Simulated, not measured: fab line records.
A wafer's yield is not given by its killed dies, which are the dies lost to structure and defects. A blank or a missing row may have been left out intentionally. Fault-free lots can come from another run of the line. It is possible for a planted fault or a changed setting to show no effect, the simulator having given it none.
A struck lot beside a sound one -- flow sky130 -- 31 steps out of a route of 708
Sound: these wafers, L962.1, L962.2, L962.4. Wafers L969.3, L969.4, L969.6 were the ones struck. The cause comes at the end.
Per side, at each step with rows, come the tool, then ch with its chambers, and then its first start. Under that, the readings that differ: sound wafers -- struck wafers -- difference of the means -- sigmas: that difference in standard deviations of wafers without a fault.
alike: a reading whose means differ by less than 2 such deviations, as well as words and numbers matching on both sides. not compared: withheld readings; readings where some wafer has no value; bounds like >300 that might hide an equal value; numbers whose values overlap and for which the record gives no deviation.
A row with sigmas, a row that says differs or no value, or rows on one side alone: a step with any of these is where the two part. Numbers that don't overlap but have no deviation are shown without sigmas and don't part them. Lack of a reading on every wafer of one side parts them only where that side has two or more wafers.

SKY_FIELD_ISO_BOW_MEAS_00:
  sound on film-metro-04, day 2 16:00; struck on film-metro-02, day 4 03:02
  alike: INCOMING_BOW
SKY_FIELD_ISO_OXIDATION_01: stabilise 600 s, purge 300 s, target thk 12 nm.
  sound on furnace-01 ch 0, day 2 16:07; struck on furnace-02 ch 0, day 4 03:41
reading,sound,struck,difference,sigmas
ox-time-s (s),1843 1843 1843,2211.6 2211.6 2211.6,+368.6,
zone-power-top-pct (%),36 37 37,30 30 30,-7,-2
model.SiO2_of_FIELD_ISO_OXIDATION_01.thk-nm (nm),12.26 12.31 12.29,13.58 13.36 13.49,+1.19,
  alike: ox-temp-c, zone-power-lower-pct
SKY_FIELD_ISO_THK_MEAS_02:
  sound on film-metro-03, day 2 17:38; struck on film-metro-04, day 4 05:26
reading,sound,struck,difference,sigmas
FIELD_ISO_OXIDATION_00_THK (nm),12.26 12.34 12.28,13.56 13.37 13.47,+1.17,+5
  not compared: hold
SKY_FIELD_ISO_THK_MEAS_04:
  sound on film-metro-04, day 2 19:29; struck on film-metro-04, day 4 12:21
  alike: FIELD_ISO_CVD_03_THK
then, 8 steps without rows for these wafers: SKY_FIELD_ISO_DEHYDRATE_05 (time 60 s); SKY_FIELD_ISO_HMDS_06 (prime time 60 s); SKY_FIELD_ISO_COAT_07 (resist thk 60 nm); SKY_FIELD_ISO_COAT_08 (resist thk 445.8 nm); SKY_FIELD_ISO_SOFTBAKE_09 (time 90 s); SKY_FIELD_ISO_EXPOSE_10 (exposes mask FOM, target cd 150 nm); SKY_FIELD_ISO_PEB_11; SKY_FIELD_ISO_DEVELOP_12 (develop time 60 s).
SKY_FIELD_ISO_CD_MEAS_13 targets a cd of 150 nm.
  sound on cd-sem-02, day 3 12:16; struck on cd-sem-01, day 5 01:23
reading,sound,struck,difference,sigmas
cd-nm (nm),148.4 148.8 148.1,153.5 153.6 152.1,+4.6,+3
SKY_FIELD_ISO_ETCH_14: etches BARC in N2/H2, stops on SiO2, time 45.9 s, target depth 60 nm.
  sound on rie-diel-03 ch 0,1,2, day 3 12:23; struck on rie-diel-01 ch 2,3, day 5 01:28
  alike: drypump-motor-current-A, oes-product-au, throttle-valve-pct
  not compared: rf-hours-counter-h
SKY_FIELD_ISO_ETCH_15: etches the open film in CHF3/O2, stops on Si, target depth 180 nm, time 72 s.
  sound on rie-diel-03 ch 0,1,2, day 3 12:26; struck on rie-diel-01 ch 2,3, day 5 01:31
  alike: drypump-motor-current-A, oes-product-au, throttle-valve-pct
  not compared: rf-hours-counter-h
SKY_FIELD_ISO_STRIP_16: strips in O2/N2.
  sound on plasma-asher-03 ch 0,1, day 3 12:29; struck on plasma-asher-04 ch 0,1, day 5 01:36
reading,sound,struck,difference,sigmas
drypump-motor-current-A (A),5.2 5.3 5.3,5.6 6.3 6.3,+0.8,+2
strip-time-to-endpoint-s (s),3.429 3.486 3.465,3.518 3.515 3.546,+0.066,+2
  alike: oes-product-au
  not compared: rf-hours-counter-h
SKY_FIELD_ISO_ETCH_17: etches Si in HBr/Cl2/O2, target depth 342 nm, time 101 s.
  sound on rie-si-01 ch 0,1,3, day 3 12:35; struck on rie-si-02 ch 1,2,3, day 5 01:40
  alike: HBr_flow_sccm, drypump-motor-current-A, oes-product-au, throttle-valve-pct
  not compared: rf-hours-counter-h
then, 5 steps without rows for these wafers: SKY_FIELD_ISO_WET_ETCH_18 (etches Si3N4 in H3PO4, target depth 25 nm, time 286 s); SKY_FIELD_ISO_CLEAN_19 (cleans in SC1/SC2, time 150 s); SKY_FIELD_ISO_CLEAN_20 (cleans in dHF, time 20 s); SKY_FIELD_ISO_WET_ETCH_21 (etches SiO2 in dHF, target depth 20 nm, time 400 s); SKY_FIELD_ISO_OXIDATION_22 (stabilise 600 s, purge 300 s, target thk 10 nm).
SKY_FIELD_ISO_THK_MEAS_23:
  sound on film-metro-02, day 3 15:45; struck on film-metro-02, day 5 03:54
  alike: FIELD_ISO_OXIDATION_01_THK
then, 1 step without rows for these wafers: SKY_FIELD_ISO_CVD_24 (deposits SiO2, target thk 595 nm, time 99.2 s).
SKY_FIELD_ISO_THK_MEAS_25:
  sound on film-metro-03, day 3 15:53; struck on film-metro-02, day 5 04:02
  alike: FIELD_ISO_CVD_24_THK
then, 1 step without rows for these wafers: SKY_FIELD_ISO_ANNEAL_26 (time 1800 s).
SKY_FIELD_ISO_CMP_27: polishes, stops on Si3N4, t overpolish 16 s, target thk 457.8 nm.
  sound on cmp-01 ch 0,1,2, day 3 17:40; struck on cmp-01 ch 0,3, day 5 05:34
  alike: motor-current-A, slurry-filter-dp-kPa
then, 1 step without rows for these wafers: SKY_FIELD_ISO_WET_ETCH_28 (etches SiO2 in dHF, target depth 23.7 nm, time 47 s).
SKY_FIELD_ISO_WET_ETCH_29: etches Si3N4 in H3PO4, target depth 160 nm, time 1825 s.
  sound on wet-bench-03 ch 0, day 3 17:59; struck on wet-bench-02 ch 3, day 5 05:53
reading,sound,struck,difference,sigmas
model.SiO2_of_FIELD_ISO_OXIDATION_01.thk-nm (nm),11.95 12 11.98,13.26 13.03 13.16,+1.17,
  alike: bath-heat-duty-pct
then, 1 step without rows for these wafers: SKY_FIELD_ISO_WET_ETCH_30 (etches SiO2 in dHF, target depth 25 nm, time 50 s).
-- the record jumps here: 45 days lie between the struck wafers' starts before and after (it left off in module FIELD_ISO and takes up again in module PAD_OPEN, whose first step shown is number 708 of the route) --
SKY_PAD_OPEN_PROBE_99:
  sound on prober-02, day 48 02:01; struck on prober-01, day 49 19:41
  alike: killed_at_M0_to_M3, killed_at_M4_up, killed-at-contacts, killed-at-front-end, killed-at-other, killed-dies, killed-open, killed-short

WHERE THEY PART
Earliest at SKY_FIELD_ISO_OXIDATION_01; latest, in this record, at SKY_FIELD_ISO_STRIP_16. Later steps at which nothing parts them and some readings are alike: SKY_FIELD_ISO_ETCH_17, SKY_FIELD_ISO_THK_MEAS_23, SKY_FIELD_ISO_THK_MEAS_25, SKY_FIELD_ISO_CMP_27, SKY_FIELD_ISO_WET_ETCH_29, SKY_PAD_OPEN_PROBE_99.

WHY: whatever the simulator had introduced
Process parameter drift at SKY_FIELD_ISO_OXIDATION_01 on furnace-02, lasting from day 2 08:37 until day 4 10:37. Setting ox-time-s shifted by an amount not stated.
